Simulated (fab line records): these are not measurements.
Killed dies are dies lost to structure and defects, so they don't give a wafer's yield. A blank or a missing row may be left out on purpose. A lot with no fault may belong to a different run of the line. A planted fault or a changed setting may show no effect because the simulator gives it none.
A single fault, viewed from 2 desks ; flow gf180mcu ; each desk has only its own numbers; what lay behind them comes last

DESK OF THE TOOL OWNER: iline-stepper-02
The tool's own readings at GF_NWELL_EXPOSE_04 (exposes mask Nwell, target cd 860 nm): means of the sampled wafers that have a number, for each lot that ran on this tool. A lot is out of limits, marked OUT, if its mean lies more than 4 standard deviations from the usual mean; the brackets give that distance.
Columns: A = exposure-dose-mJ-cm2 at GF_NWELL_EXPOSE_04, usual 260.00
lot;first seen here;A
L883;day 3 01:44;259.90
L888;day 4 04:14;259.96
L890;day 4 19:40;260.37
L892;day 5 04:50;260.11
L895;day 5 21:47;259.64
L896;day 6 03:16;259.88
L898;day 6 12:14;259.90
L900;day 6 21:07;260.31
L902;day 7 07:38;259.76
L904;day 7 21:22;260.06
L905;day 8 02:04;260.26
This desk's verdict: no lot among the 11 shows anything out of limits.

THE METROLOGY DESK
What the gauges read for every lot (on any tool): the sampled wafers with a number, averaged. A lot is out of limits, marked OUT, if its mean lies more than 4 standard deviations from the usual mean; the brackets give that distance.
Columns: A = NWELL_OVL at GF_NWELL_OVL_MEAS_07, usual -0.6 nm; B = POLY_GATE_OVL at GF_POLY_GATE_OVL_MEAS_11, usual -2 nm; C = HV_LDD_OVL at GF_HV_LDD_OVL_MEAS_08, usual 0.1 nm; D = HV_LDD_2_TW at GF_HV_LDD_TW_MEAS_23, usual 1052
lot;first seen here;A;B;C;D
L883;day 3 07:54;-1.2;1;1.4;1046
L886;day 3 22:31;0.8;-3;0.4;1041
L887;day 4 06:05;-0.4;-9;-0.7;1053
L888;day 4 10:33;-1.3;-2;-0.9;1052
L889;day 4 15:35;-0.2;2;-0.1;1063
L890;day 5 02:10;0.8;3;0.2;1058
L892;day 5 11:51;-2.0;1;-1.6;1060
L893;day 5 18:04;-0.4;-2;0.7;1063
L895;day 6 05:10;1.4;-2;-0.5;1036
L896;day 6 10:21;-4.2;-8;-0.3;1050
L898;day 6 19:26;-0.5;-11;2.4;1059
L900;day 7 04:40;-0.9;-6;-0.6;1063
L902;day 7 15:09;-97.9 (-70) OUT;1;1.0;1055
L904;day 8 04:44;-97.5 (-69) OUT;0;-1.2;1061
L905;day 8 10:03;-97.8 (-69) OUT;-10;1.8;1027
Per this desk, out of limits: L902, L904, L905; the first was L902, day 7 15:09 (NWELL_OVL at GF_NWELL_OVL_MEAS_07). Within limits: L883, L886, L887, L888, L889, L890, L892, L893, L895, L896, L898, L900.

ALL TOGETHER
An alarm was possible from the metrology desk at day 7 15:09, on L902, L904, L905.
The tool owner's desk saw nothing out of limits.
Tool owner's desk: L902, L904, L905 on record, inside its limits.
Every lot named ran GF_NWELL_EXPOSE_04 on iline-stepper-02.

WHAT HAD BEEN PUT IN BY THE SIMULATOR
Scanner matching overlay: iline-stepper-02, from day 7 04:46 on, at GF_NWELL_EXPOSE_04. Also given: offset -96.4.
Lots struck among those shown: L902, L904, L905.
Hours from the fault's start to each desk's first reading out of limits: the metrology desk, 10.
